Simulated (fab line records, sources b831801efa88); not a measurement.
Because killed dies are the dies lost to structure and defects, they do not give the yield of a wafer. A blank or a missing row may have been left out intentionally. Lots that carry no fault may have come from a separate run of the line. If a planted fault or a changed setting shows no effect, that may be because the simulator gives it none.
Matching of chambers    flow gf180mcu    GF_V2_CVD_02 on pecvd-01 has 3 sister chambers
The step deposits SiO2 from TEOS, target thk 850 nm, time 94.851 s. 18 wafers are shown with their chamber, then 9 later ones without.

== WAFERS WITH THEIR CHAMBER ==
wafer   chamber  heater power w (W)
L079.1  1        675
L079.2  2        739
L079.3  0        587
L079.4  2        769
L079.5  1        732
L079.6  0        668
L082.1  1        595
L082.4  2        632
L082.5  1        646
L088.1  1        668
L088.4  0        724
L088.6  2        789
L089.1  2        720
L089.2  0        586
L089.3  1        608
L089.4  1        674
L089.5  2        770
L089.6  0        649

SIGNATURES (averages over the wafers above)
reading         chamber 0  chamber 1  chamber 2  scatter within a chamber
heater power w  642.80     656.86     736.50     53.2
Rule: a wafer lies at a distance from a chamber equal to the root of the sum of squares, over the readings, of (its reading less the chamber's mean, divided by the reading's scatter). If the next closest chamber is less than 2 further off than the closest, the wafer can't be placed; otherwise it belongs to the closest. The scatter is the square root of a quotient: the sum, over the shown wafers, of each reading's squared deviation from its chamber's mean, divided by wafers minus chambers.

== WAFERS WHOSE CHAMBER IS MISSING ==
wafer   heater power w (W)
L091.1  738
L091.2  733
L091.3  779
L091.4  641
L091.5  582
L091.6  574
L096.2  701
L096.4  754
L096.5  659

== WHICH CHAMBER EACH ONE RAN IN ==
wafer   from the rows above           in truth
L091.1  can't be placed: 2 or 1 or 0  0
L091.2  can't be placed: 2 or 1 or 0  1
L091.3  can't be placed: 2 or 1 or 0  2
L091.4  can't be placed: 0 or 1 or 2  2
L091.5  can't be placed: 0 or 1 or 2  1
L091.6  can't be placed: 0 or 1 or 2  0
L096.2  can't be placed: 2 or 1 or 0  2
L096.4  can't be placed: 2 or 1 or 0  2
L096.5  can't be placed: 1 or 0 or 2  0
Correct placement for 0 of the 9. Cannot be placed on the basis of these rows: 9; the candidates contain the true chamber in 9. 0 placed wrongly.
